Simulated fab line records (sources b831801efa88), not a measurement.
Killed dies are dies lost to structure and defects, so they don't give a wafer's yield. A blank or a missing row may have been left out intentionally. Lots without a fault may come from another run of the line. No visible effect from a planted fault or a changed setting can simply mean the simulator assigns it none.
One fault seen from 2 desks / flow gf180mcu / numbers are kept per desk, each desk with only its own; the story behind them comes last

DESK OF THE TOOL OWNER: lithoTrack-01
The tool's own readings at GF_SAB_DEVELOP_08 (develop time 60 s): means of the sampled wafers that have a number, for each lot that ran on this tool. A lot is out of limits, marked OUT, if its mean lies more than 4 standard deviations from the usual mean; the brackets give that distance.
Columns: A = developerTempC at GF_SAB_DEVELOP_08, usual 23.00 C
lot=L142; first seen here=day 16 07:23; A=23.09
lot=L150; first seen here=day 19 06:50; A=23.79 (+7.2) OUT
lot=L152; first seen here=day 20 02:29; A=23.58 (+5.2) OUT
lot=L160; first seen here=day 22 14:35; A=23.00
lot=L161; first seen here=day 23 02:58; A=22.90
lot=L162; first seen here=day 23 09:43; A=23.03
This desk finds L150, L152 out of limits, L150 being first, at day 19 06:50 (developerTempC at GF_SAB_DEVELOP_08). L142, L160, L161, L162: within limits.

THE METROLOGY DESK
What the gauges read, lot by lot, whatever tool the lot ran on: means of the sampled wafers that have a number. A lot is out of limits, marked OUT, if its mean lies more than 4 standard deviations from the usual mean; the brackets give that distance.
Columns: A = HV_LDD_03_OVL at GF_HV_LDD_OVL_MEAS_47, usual -0.4 nm; B = HV_LDD_CVD_56_THK at GF_HV_LDD_THK_MEAS_57, usual 90.3 nm
lot=L139; first seen here=day 12 06:37; A=0.8; B=90.5
lot=L140; first seen here=day 12 19:40; A=-0.3; B=90.6
lot=L141; first seen here=day 13 01:59; A=0.6; B=90.7
lot=L142; first seen here=day 13 12:07; A=0.4; B=90.7
lot=L147; first seen here=day 15 03:01; A=-0.8; B=90.2
lot=L150; first seen here=day 16 04:31; A=0.5; B=89.7
lot=L152; first seen here=day 16 23:33; A=-0.7; B=90.3
lot=L153; first seen here=day 17 03:15; A=0.3; B=90.9
lot=L155; first seen here=day 17 17:35; A=-2.1; B=90.8
lot=L156; first seen here=day 18 04:08; A=-1.4; B=90.4
lot=L159; first seen here=day 19 04:22; A=0.2; B=90.1
lot=L160; first seen here=day 19 12:52; A=-0.5; B=90.5
lot=L161; first seen here=day 19 23:31; A=-0.2; B=89.6
lot=L162; first seen here=day 20 05:52; A=1.0; B=90.1
Finding of this desk: none of the 14 lots has anything out of limits.

ALL TOGETHER
An alarm could have come from the tool owner's desk at day 19 06:50, on L150, L152.
At the metrology desk, nothing out of limits was observed.
The metrology desk holds a record of L150, L152, inside its limits.
All the named lots went through GF_SAB_DEVELOP_08 on lithoTrack-01.

WHAT WAS PUT IN BY THE SIMULATOR
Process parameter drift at GF_SAB_DEVELOP_08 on lithoTrack-01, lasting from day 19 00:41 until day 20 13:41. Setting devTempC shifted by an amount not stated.
Lots struck among those shown: L150, L152.
Each desk's first reading out of limits, in hours after the fault started: the tool owner's desk, 6.
